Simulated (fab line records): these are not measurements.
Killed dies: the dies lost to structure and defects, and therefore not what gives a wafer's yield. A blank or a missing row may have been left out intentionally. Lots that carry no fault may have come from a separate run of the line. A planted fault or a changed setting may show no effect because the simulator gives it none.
Shared-tool check :: flow sky130 :: 12 lots, 42 wafers sampled

== REASON FOR OPENING ==
Of 12 lots, 2 have the reading VT_ADJUST_HVTR_TW flagged at SKY_VT_ADJUST_HVTR_TW_MEAS_11. Fault-free wafers read 208.7, with a standard deviation of 2.1.
Rule: a lot is flagged in two cases, either no wafer of it has a number, or all its wafers with numbers fall more than 4 standard deviations from that mean. All remaining lots are regarded as sound.

lot: L993
measured: day 9 20:17
on: film metro-02
VT_ADJUST_HVTR_TW, wafer by wafer: 206.2 207.4 206.9
flag: 

lot: L996
measured: day 10 11:21
on: film metro-03
VT_ADJUST_HVTR_TW, wafer by wafer: 209.4 209.0 209.4
flag: 

lot: L994
measured: day 10 13:31
on: film metro-03
VT_ADJUST_HVTR_TW, wafer by wafer: 208.3 209.7 208.2
flag: 

lot: L999
measured: day 11 16:12
on: film metro-02
VT_ADJUST_HVTR_TW, wafer by wafer: 208.1 208.2 207.9
flag: 

lot: L100
measured: day 11 16:46
on: film metro-03
VT_ADJUST_HVTR_TW, wafer by wafer: 209.7 210.4 209.4
flag: 

lot: L104
measured: day 12 16:49
on: film metro-02
VT_ADJUST_HVTR_TW, wafer by wafer: 209.3 206.8 207.6
flag: 

lot: L103
measured: day 12 18:13
on: film metro-03
VT_ADJUST_HVTR_TW, wafer by wafer: 208.8 209.5 208.7
flag: 

lot: L105
measured: day 13 08:06
on: film metro-02
VT_ADJUST_HVTR_TW, wafer by wafer: 190.5 191.5 191.2 190.3 190.9 191.2
flag: FLAGGED

lot: L106
measured: day 13 08:45
on: film metro-02
VT_ADJUST_HVTR_TW, wafer by wafer: 190.5 191.0 191.1 191.7 190.3 190.9
flag: FLAGGED

lot: L107
measured: day 13 16:40
on: film metro-03
VT_ADJUST_HVTR_TW, wafer by wafer: 209.7 208.8 209.8
flag: 

lot: L108
measured: day 13 22:58
on: film metro-04
VT_ADJUST_HVTR_TW, wafer by wafer: 215.0 214.6 214.1
flag: 

lot: L115
measured: day 16 04:15
on: film metro-02
VT_ADJUST_HVTR_TW, wafer by wafer: 206.2 205.2 204.4
flag: 
On average the flagged lots' numbers are 190.9, which is -17.8 against the usual, or -8 standard deviations.

== WHICH TOOL EACH LOT WENT THROUGH ==
2 process steps preceding the reading are held in the record, out of 708 steps in the route. Each cell gives the tool, then ch followed by the chambers the sampled wafers passed through, then the start.
lot: L993
flag: 
SKY_VT_ADJUST_NCORE_STRIP_10: plasma asher-02 ch 0,1, day 9 00:18
SKY_VT_ADJUST_HVTR_IMPLANT_09: implanter-02 ch 0, day 9 20:03

lot: L996
flag: 
SKY_VT_ADJUST_NCORE_STRIP_10: plasma asher-02 ch 0,1, day 9 13:27
SKY_VT_ADJUST_HVTR_IMPLANT_09: implanter-02 ch 0, day 10 11:06

lot: L994
flag: 
SKY_VT_ADJUST_NCORE_STRIP_10: plasma asher-01 ch 0,1, day 9 14:57
SKY_VT_ADJUST_HVTR_IMPLANT_09: implanter-02 ch 0, day 10 13:17

lot: L999
flag: 
SKY_VT_ADJUST_NCORE_STRIP_10: plasma asher-03 ch 0,1, day 10 16:06
SKY_VT_ADJUST_HVTR_IMPLANT_09: implanter-04 ch 0, day 11 15:57

lot: L100
flag: 
SKY_VT_ADJUST_NCORE_STRIP_10: plasma asher-01 ch 0,1, day 10 16:09
SKY_VT_ADJUST_HVTR_IMPLANT_09: implanter-02 ch 0, day 11 16:32

lot: L104
flag: 
SKY_VT_ADJUST_NCORE_STRIP_10: plasma asher-02 ch 0,1, day 11 16:09
SKY_VT_ADJUST_HVTR_IMPLANT_09: implanter-02 ch 0, day 12 16:35

lot: L103
flag: 
SKY_VT_ADJUST_NCORE_STRIP_10: plasma asher-01 ch 0,1, day 11 17:21
SKY_VT_ADJUST_HVTR_IMPLANT_09: implanter-02 ch 0, day 12 17:59

lot: L105
flag: FLAGGED
SKY_VT_ADJUST_NCORE_STRIP_10: plasma asher-03 ch 0,1, day 12 07:18
SKY_VT_ADJUST_HVTR_IMPLANT_09: implanter-02 ch 0, day 13 07:51

lot: L106
flag: FLAGGED
SKY_VT_ADJUST_NCORE_STRIP_10: plasma asher-02 ch 0,1, day 12 07:57
SKY_VT_ADJUST_HVTR_IMPLANT_09: implanter-02 ch 0, day 13 08:30

lot: L107
flag: 
SKY_VT_ADJUST_NCORE_STRIP_10: plasma asher-01 ch 0,1, day 12 16:12
SKY_VT_ADJUST_HVTR_IMPLANT_09: implanter-04 ch 0, day 13 16:25

lot: L108
flag: 
SKY_VT_ADJUST_NCORE_STRIP_10: plasma asher-02 ch 0,1, day 12 21:11
SKY_VT_ADJUST_HVTR_IMPLANT_09: implanter-04 ch 0, day 13 22:45

lot: L115
flag: 
SKY_VT_ADJUST_NCORE_STRIP_10: plasma asher-03 ch 0,1, day 15 01:27
SKY_VT_ADJUST_HVTR_IMPLANT_09: implanter-04 ch 0, day 16 04:00
These steps, and what they do:
- SKY_VT_ADJUST_NCORE_STRIP_10: strips in O2/N2.
- SKY_VT_ADJUST_HVTR_IMPLANT_09
- SKY_VT_ADJUST_HVTR_TW_MEAS_11

== FLAGGED AGAINST TOTAL, ONE TOOL AT A TIME (gauges that did the reading follow at the end) ==
step: SKY_VT_ADJUST_NCORE_STRIP_10
tool: plasma asher-01
lots run: 4
flagged: 0
share of the flagged lots: none
sound lots run after its first flagged lot: -

step: SKY_VT_ADJUST_NCORE_STRIP_10
tool: plasma asher-02
lots run: 5
flagged: 1
share of the flagged lots: some
sound lots run after its first flagged lot: 1 (L108)

step: SKY_VT_ADJUST_NCORE_STRIP_10
tool: plasma asher-03
lots run: 3
flagged: 1
share of the flagged lots: some
sound lots run after its first flagged lot: 1 (L115)

step: SKY_VT_ADJUST_HVTR_IMPLANT_09
tool: implanter-02
lots run: 8
flagged: 2
share of the flagged lots: all
sound lots run after its first flagged lot: 0

step: SKY_VT_ADJUST_HVTR_IMPLANT_09
tool: implanter-04
lots run: 4
flagged: 0
share of the flagged lots: none
sound lots run after its first flagged lot: -

step: SKY_VT_ADJUST_HVTR_TW_MEAS_11
tool: film metro-02
lots run: 6
flagged: 2
share of the flagged lots: all
sound lots run after its first flagged lot: 1 (L115)

step: SKY_VT_ADJUST_HVTR_TW_MEAS_11
tool: film metro-03
lots run: 5
flagged: 0
share of the flagged lots: none
sound lots run after its first flagged lot: -

step: SKY_VT_ADJUST_HVTR_TW_MEAS_11
tool: film metro-04
lots run: 1
flagged: 0
share of the flagged lots: none
sound lots run after its first flagged lot: -

== THE TABLE: WHAT IT ALLOWS ==
Rows of the table that ran all the flagged lots, 2 in number: implanter-02 at SKY_VT_ADJUST_HVTR_IMPLANT_09; film metro-02 at SKY_VT_ADJUST_HVTR_TW_MEAS_11.
- implanter-02 at SKY_VT_ADJUST_HVTR_IMPLANT_09 ran 8 lots, 2 of them flagged. Last sound lot L103 at day 12 17:59, first flagged lot L105 at day 13 07:51; a fault beginning in between fits. Its own readings (dose ions cm2, faraday current uA) fall more than 4 standard deviations out on all wafers of the flagged lots.
- film metro-02 at SKY_VT_ADJUST_HVTR_TW_MEAS_11 ran 6 lots, 2 of them flagged. Lots that were sound ran on it after the first flagged one (L115); a persistent fault on the entire tool would not allow that.
Just one tool remains: implanter-02 at SKY_VT_ADJUST_HVTR_IMPLANT_09.

== WHAT THE SIMULATOR HAD INSERTED ==
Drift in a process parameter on implanter-02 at SKY_VT_ADJUST_HVTR_IMPLANT_09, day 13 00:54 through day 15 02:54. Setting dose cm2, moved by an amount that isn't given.
Shown lots that were struck: L105, L106. This agrees with what the rule above found.
